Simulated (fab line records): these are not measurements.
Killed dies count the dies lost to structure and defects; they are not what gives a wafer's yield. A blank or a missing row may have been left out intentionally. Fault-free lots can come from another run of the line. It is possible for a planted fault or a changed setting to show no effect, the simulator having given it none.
What tool caused it? | flow sky130 | 11 lots, 33 wafers sampled, at 2 steps of a route of 708

WHAT THE GAUGES READ, wafer by wafer
SKY_SD_N_RS_MEAS_16: uses a four-point probe to measure.
lot  | measured     | on            | SD_N_RS (ohm/sq)
L494 | day 28 01:43 | film-metro-04 | 68.40 68.58 68.53
L496 | day 28 17:28 | film-metro-02 | 68.37 68.36 68.36
L499 | day 29 03:54 | film-metro-04 | 68.69 68.53 68.58
L500 | day 29 20:22 | film-metro-03 | 59.71 59.79 59.72
L502 | day 30 11:50 | film-metro-04 | 59.78 59.77 59.72
L503 | day 30 18:59 | film-metro-04 | 68.46 68.57 68.57
L512 | day 33 12:40 | film-metro-04 | 68.61 68.70 68.86
L514 | day 34 13:59 | film-metro-02 | 68.44 68.31 68.36
L515 | day 34 15:23 | film-metro-02 | 68.45 68.07 68.37
L516 | day 35 01:29 | film-metro-04 | 68.71 68.59 68.65
L517 | day 35 13:07 | film-metro-04 | 68.65 68.70 68.63

WHAT TOOL EACH LOT RAN ON (gives the tool, then ch and the chambers of the sampled wafers, and finally the start)
lot  | SKY_SD_N_RTA_14
L494 | rtp-anneal-02 ch 0, day 28 01:32
L496 | rtp-anneal-02 ch 0, day 28 17:17
L499 | rtp-anneal-02 ch 0, day 29 03:43
L500 | rtp-anneal-02 ch 0, day 29 20:11
L502 | rtp-anneal-02 ch 0, day 30 11:36
L503 | rtp-anneal-01 ch 0, day 30 18:47
L512 | rtp-anneal-02 ch 0, day 33 12:29
L514 | rtp-anneal-02 ch 0, day 34 13:49
L515 | rtp-anneal-01 ch 0, day 34 15:11
L516 | rtp-anneal-02 ch 0, day 35 01:17
L517 | rtp-anneal-02 ch 0, day 35 12:56
- SKY_SD_N_RTA_14: time 2 s.

THE ANSWER, worked out from the rows above alone
Rule: the lots themselves supply what counts as usual. The widest of any qualifying gaps counts: lots, ordered by their means at a reading, are off when they make up no more than a third of the lots, leave a main group of 4 or more, and stand apart from it by 3 or more times the standard deviation of that group's means. If all means in a main group match to the digits the tables above print for the reading, that group is not used. Also off: a lot with no number at a reading for which 4 or more lots have one. Where the step has rows for the other lots, those lots are counted as sound.
Off: L500, L502, seen at SKY_SD_N_RS_MEAS_16 (SD_N_RS). The main group has a mean of 68.52 ohm/sq with a standard deviation of 0.14.
A tool fits if, at a process step before that reading, it ran every lot that is off, and no sound lot after the first of them. The gauges at SKY_SD_N_RS_MEAS_16 are tried like those tools. Not one of the candidates tried fits.

WHAT WAS PUT IN BY THE SIMULATOR
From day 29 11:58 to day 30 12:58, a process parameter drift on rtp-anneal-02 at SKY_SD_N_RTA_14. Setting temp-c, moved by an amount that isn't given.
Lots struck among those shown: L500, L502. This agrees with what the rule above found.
